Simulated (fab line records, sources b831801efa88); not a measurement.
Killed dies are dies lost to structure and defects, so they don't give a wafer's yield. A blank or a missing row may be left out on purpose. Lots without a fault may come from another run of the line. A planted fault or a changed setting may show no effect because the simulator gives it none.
Which tool did it? | flow sky130 | 6 lots, 18 wafers sampled, at 3 steps of a route of 708

WHAT THE GAUGES READ, wafer by wafer
SKY_LOCAL_INTERCONNECT_CD_MEAS_11: target cd 170 nm.
lot  | measured     | on        | cd_nm (nm)
L542 | day 30 20:44 | cd_sem-02 | 170.6 171.6 171.7
L545 | day 32 02:47 | cd_sem-01 | 170.6 170.6 169.9
L546 | day 32 18:25 | cd_sem-02 | 169.4 170.9 169.7
L555 | day 35 14:25 | cd_sem-02 | 169.0 170.0 169.5
L559 | day 36 22:23 | cd_sem-01 | 172.4 173.1 171.7
L562 | day 37 21:35 | cd_sem-02 | 170.0 168.2 168.2

WHICH TOOL RAN EACH LOT (tool, then ch and the chambers of the sampled wafers, then the start)
lot  | SKY_LDD_N_IMPLANT_11            | SKY_SD_N_STRIP_11
L542 | implanter-04 ch 0, day 18 07:58 | plasma_asher-02 ch 0,1, day 28 12:46
L545 | implanter-04 ch 0, day 19 20:05 | plasma_asher-01 ch 0,1, day 29 19:58
L546 | implanter-04 ch 0, day 20 10:58 | plasma_asher-02 ch 0,1, day 30 11:10
L555 | implanter-02 ch 0, day 23 22:20 | plasma_asher-02 ch 0,1, day 33 06:25
L559 | implanter-04 ch 0, day 25 08:40 | plasma_asher-02 ch 0,1, day 34 13:37
L562 | implanter-04 ch 0, day 26 04:01 | plasma_asher-02 ch 0,1, day 35 12:43
- SKY_LDD_N_IMPLANT_11
- SKY_SD_N_STRIP_11: strips in O2/N2.

THE ANSWER, worked out from the rows above alone
Rule: what is usual is taken from the lots themselves. Put in order of their means at a reading, lots are off if they are a third of the lots or fewer, leave a main group of 4 or more, and stand apart from it by a gap of 3 or more times the standard deviation of the main group's means; of several such gaps the widest counts. A main group whose means are all the same, to the digits that the tables above print for the reading, isn't used. A lot without any number at a reading at which 4 lots or more have one is off too. The other lots that the step has rows for count as sound.
No lot is off at any reading shown: from this, nothing can be told.

WHAT THE SIMULATOR HAD PUT IN
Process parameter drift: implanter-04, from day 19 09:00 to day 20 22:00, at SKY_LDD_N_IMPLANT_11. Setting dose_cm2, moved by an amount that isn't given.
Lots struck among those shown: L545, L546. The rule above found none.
